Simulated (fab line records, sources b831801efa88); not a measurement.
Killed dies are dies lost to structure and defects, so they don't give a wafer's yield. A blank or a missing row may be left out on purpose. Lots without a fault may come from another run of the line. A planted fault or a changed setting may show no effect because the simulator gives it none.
Which tool did it? | flow sky130 | 14 lots, 42 wafers sampled, at 3 steps of a route of 708

WHAT THE GAUGES READ, wafer by wafer
The record holds no reading of a measuring or inspecting step that can be judged against a usual standard deviation.

WHICH TOOL RAN EACH LOT (tool, then ch and the chambers of the sampled wafers, then the start)
lot  | SKY_VIA4_ETCH_12                   | SKY_VIA4_CVD_18               | SKY_METAL5_SPUTTER_01
L728 | rie_diel-02 ch 1,2, day 43 17:32   | cvd_w-01 ch 0,1, day 43 18:17 | pvd_sputter-02, day 43 18:56
L730 | rie_diel-04 ch 1,2,3, day 43 22:56 | cvd_w-02 ch 0,1, day 43 23:42 | pvd_sputter-01, day 44 00:21
L731 | rie_diel-02 ch 1,2, day 43 23:14   | cvd_w-01 ch 0,1, day 44 00:02 | pvd_sputter-03, day 44 00:42
L732 | rie_diel-04 ch 0,1,2, day 44 02:47 | cvd_w-01 ch 0,1, day 44 03:31 | pvd_sputter-03, day 44 04:10
L733 | rie_diel-01 ch 0,1,2, day 44 03:14 | cvd_w-02 ch 0,1, day 44 03:59 | pvd_sputter-01, day 44 04:38
L735 | rie_diel-02 ch 0,2,3, day 44 21:14 | cvd_w-01 ch 0,1, day 44 21:58 | pvd_sputter-03, day 44 22:37
L736 | rie_diel-04 ch 1,3, day 45 00:41   | cvd_w-01 ch 0,1, day 45 01:25 | pvd_sputter-02, day 45 02:04
L737 | rie_diel-02 ch 0,2,3, day 45 03:38 | cvd_w-01 ch 0,1, day 45 04:22 | pvd_sputter-02, day 45 05:01
L741 | rie_diel-02 ch 0,1,3, day 46 01:56 | cvd_w-01 ch 0,1, day 46 02:40 | pvd_sputter-02, day 46 03:19
L742 | rie_diel-01 ch 2,3, day 46 05:59   | cvd_w-02 ch 0,1, day 46 06:47 | pvd_sputter-02, day 46 08:35
L743 | rie_diel-02 ch 2,3, day 46 11:56   | cvd_w-01 ch 0,1, day 46 12:43 | pvd_sputter-03, day 46 13:19
L744 | rie_diel-02 ch 0,2,3, day 47 04:20 | cvd_w-02 ch 0,1, day 47 05:06 | pvd_sputter-01, day 47 05:54
L749 | rie_diel-04 ch 0,3, day 48 03:14   | cvd_w-02 ch 0,1, day 48 04:06 | pvd_sputter-02, day 48 04:46
L750 | rie_diel-04 ch 1,2,3, day 48 05:47 | cvd_w-01 ch 0,1, day 48 06:31 | pvd_sputter-03, day 48 07:10
- SKY_VIA4_ETCH_12: etches SiO2 in C4F8/O2/Ar, stops on TiN, target depth 580 nm.
- SKY_VIA4_CVD_18: deposits W, target thk 505 nm, time 152.14 s.
- SKY_METAL5_SPUTTER_01: material TiN, target thk 20 nm, time 16.7 s.

WHAT THE TOOLS THEMSELVES READ (means of the sampled wafers that have a number; where no wafer has one, the mark that the record gives instead)
SKY_VIA4_ETCH_12. Usual: oes_product_au 0.925 a.u., standard deviation 0.0051.
lot  | tool        | oes_product_au (a.u.) | flag
L728 | rie_diel-02 | 0.930                 |
L730 | rie_diel-04 | 0.920                 |
L731 | rie_diel-02 | 0.925                 |
L732 | rie_diel-04 | 0.926                 |
L733 | rie_diel-01 | 0.926                 |
L735 | rie_diel-02 | 0.928                 |
L736 | rie_diel-04 | 0.919                 |
L737 | rie_diel-02 | 0.926                 |
L741 | rie_diel-02 | 0.923                 |
L742 | rie_diel-01 | 0.926                 |
L743 | rie_diel-02 | 0.923                 |
L744 | rie_diel-02 | 0.930                 |
L749 | rie_diel-04 | 0.930                 |
L750 | rie_diel-04 | 0.921                 |

SKY_VIA4_CVD_18. Usual: heater_power_w 873 W, standard deviation 47.
lot  | tool     | heater_power_w (W) | flag
L728 | cvd_w-01 | 904                |
L730 | cvd_w-02 | 834                |
L731 | cvd_w-01 | 893                |
L732 | cvd_w-01 | 885                |
L733 | cvd_w-02 | 836                |
L735 | cvd_w-01 | 910                |
L736 | cvd_w-01 | 908                |
L737 | cvd_w-01 | 902                |
L741 | cvd_w-01 | 900                |
L742 | cvd_w-02 | 808                |
L743 | cvd_w-01 | 904                |
L744 | cvd_w-02 | 848                |
L749 | cvd_w-02 | 837                |
L750 | cvd_w-01 | 911                |

SKY_METAL5_SPUTTER_01. Usual: cathode_dc_power_W 6500.1 W, standard deviation 1.1; chamber_pressure_pa 0.4000 Pa, standard deviation 0.00068; throttle_valve_pct 30.1 %, standard deviation 0.82.
lot  | tool           | cathode_dc_power_W (W) | chamber_pressure_pa (Pa) | throttle_valve_pct (%) | flag
L728 | pvd_sputter-02 | 6500.5                 | 0.4000                   | 29.5                   |
L730 | pvd_sputter-01 | 6500.4                 | 0.4002                   | 30.4                   |
L731 | pvd_sputter-03 | 6499.8                 | 0.4003                   | 30.0                   |
L732 | pvd_sputter-03 | 6499.8                 | 0.3994                   | 30.3                   |
L733 | pvd_sputter-01 | 6500.5                 | 0.3991                   | 30.6                   |
L735 | pvd_sputter-03 | 6501.5                 | 0.3997                   | 30.2                   |
L736 | pvd_sputter-02 | -                      | -                        | -                      | OFF
L737 | pvd_sputter-02 | -                      | -                        | -                      | OFF
L741 | pvd_sputter-02 | 6500.8                 | 0.4000                   | 29.7                   |
L742 | pvd_sputter-02 | 6499.3                 | 0.3993                   | 30.1                   |
L743 | pvd_sputter-03 | 6499.8                 | 0.4003                   | 30.7                   |
L744 | pvd_sputter-01 | 6501.1                 | 0.4005                   | 30.4                   |
L749 | pvd_sputter-02 | 6500.5                 | 0.4002                   | 29.6                   |
L750 | pvd_sputter-03 | 6499.5                 | 0.4004                   | 29.5                   |

THE ANSWER, worked out from the rows above alone
Rule: a lot is off if the mean of its wafers that have a number lies more than 3 standard deviations from the usual mean. A lot without any number at a reading at which 4 lots or more have one is off too. The other lots that the step has rows for count as sound. The gauges are gone through in route order, then the tools' own readings, and for those a lot's mean is taken as printed above. The first step at which some lot is off is used, and at that step the reading that is off furthest; a lot without a number counts as furthest.
Off: L736, L737, at SKY_METAL5_SPUTTER_01 (cathode_dc_power_W). Without a number there: L736, L737.
A tool fits if, at that step or a process step before it, it ran every lot that is off, and no sound lot after the first of them. None of those tried fits.

WHAT THE SIMULATOR HAD PUT IN
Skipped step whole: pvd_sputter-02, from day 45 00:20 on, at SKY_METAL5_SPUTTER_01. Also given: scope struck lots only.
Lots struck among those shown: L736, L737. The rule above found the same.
